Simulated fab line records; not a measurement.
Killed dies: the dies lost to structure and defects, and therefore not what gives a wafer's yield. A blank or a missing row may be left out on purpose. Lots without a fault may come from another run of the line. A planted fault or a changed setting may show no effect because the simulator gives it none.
Comparing a struck lot with a sound one / flow gf180mcu / 15 steps out of a route of 602
Sound: these wafers, L459.3, L459.4, L459.5. Struck: wafers L460.1, L460.2, L460.3. The cause is named last.
Order at every step that has rows: each side's tool, ch and its chambers, its first start. Under that, the readings that differ: sound wafers / struck wafers / difference of the means / sigmas: that difference in standard deviations of wafers without a fault.
alike: words and numbers the same on both sides, and readings whose means are apart by under 2 such deviations; not compared: readings that were withheld, readings missing a value for some wafer, numbers with overlapping values and no deviation given by the record, and bounds like >300 which may hide the same value.
Wherever a step has rows on one side only, a row that says differs or no value, or a row with sigmas, the two part there. Non-overlapping numbers with no deviation appear without sigmas and do not part them. Lack of a reading on every wafer of one side parts them only where that side has two or more wafers.

first, 2 steps without rows for these wafers: GF_V5_STRIP_19 (strips in post etch residue remover, time 1200 s); GF_V5_CLEAN_20 (cleans in DIW).
GF_V5_SPUTTER_21: material Ti, target thk 15 nm, time 80.02 s.
  sound on pvd_sputter-02, day 28 05:27; struck on pvd_sputter-04, day 28 18:56
  alike: cathode_dc_power_W, chamber_pressure_pa, throttle_valve_pct
then, 1 step without rows for these wafers: GF_V5_SPUTTER_22 (material TiN, target thk 10 nm, time 40 s).
GF_V5_CVD_23: deposits W, target thk 350 nm, time 104.9 s.
  sound on cvd_w-02 ch 0,1, day 28 05:35; struck on cvd_w-01 ch 0,1, day 28 19:02
  alike: heater_power_w
GF_V5_RS_MEAS_24: a four-point-probe measurement.
  sound on film_metro-04, day 28 05:46; struck on film_metro-04, day 28 19:09
  alike: V5_W_RS
GF_V5_THK_MEAS_25: measures by xrf.
  sound on film_metro-04, day 28 05:52; struck on film_metro-04, day 28 19:16
  alike: V5_W_THK
GF_V5_CMP_26: polishes, stops on SiO2, t overpolish 15 s, target thk 0 nm.
  sound on cmp-02 ch 0,3, day 28 05:58; struck on cmp-02 ch 0,1,2, day 28 19:20
  alike: motor_current_A, overpolish_run_s, time_to_endpoint_s
GF_TOP_METAL_SPUTTER_00: material Ti, target thk 37.5 nm, time 150 s.
  sound on pvd_sputter-01, day 28 06:13; struck on pvd_sputter-01, day 28 19:38
  alike: cathode_dc_power_W, chamber_pressure_pa, throttle_valve_pct
then, 2 steps without rows for these wafers: GF_TOP_METAL_SPUTTER_01 (material TiN, target thk 30 nm, time 25 s); GF_TOP_METAL_SPUTTER_02 (material AlCu, target thk 900 nm, time 47.82 s).
GF_TOP_METAL_SPUTTER_03: material Ti, target thk 5 nm, time 3.3 s.
  sound on pvd_sputter-01, day 28 06:23; struck on pvd_sputter-01, day 28 19:49
  alike: cathode_dc_power_W, chamber_pressure_pa, throttle_valve_pct
GF_TOP_METAL_SPUTTER_04: material TiN, target thk 25 nm, time 20.8 s.
  sound on pvd_sputter-01, day 28 06:24; struck on pvd_sputter-01, day 28 19:50
  no value came back on the struck wafers for cathode_dc_power_W (W), chamber_pressure_pa (Pa), throttle_valve_pct (%); on the sound wafers cathode_dc_power_W (W) reads 6500.4 6499.8 6501.2
GF_TOP_METAL_THK_MEAS_06: measures by xrf.
  sound on film_metro-02, day 28 06:34; struck on film_metro-02, day 28 19:58
  alike: TOP_METAL_ALCU_THK
then, 1 step without rows for these wafers: GF_TOP_METAL_DEHYDRATE_07 (time 60 s).

WHERE THEY PART
Only at GF_TOP_METAL_SPUTTER_04, within this record. Later steps at which nothing parts them and some readings are alike: GF_TOP_METAL_THK_MEAS_06.

WHY: the cause the simulator had injected
Beginning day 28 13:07, the whole step at GF_TOP_METAL_SPUTTER_04 was skipped on pvd_sputter-01. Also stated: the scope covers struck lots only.
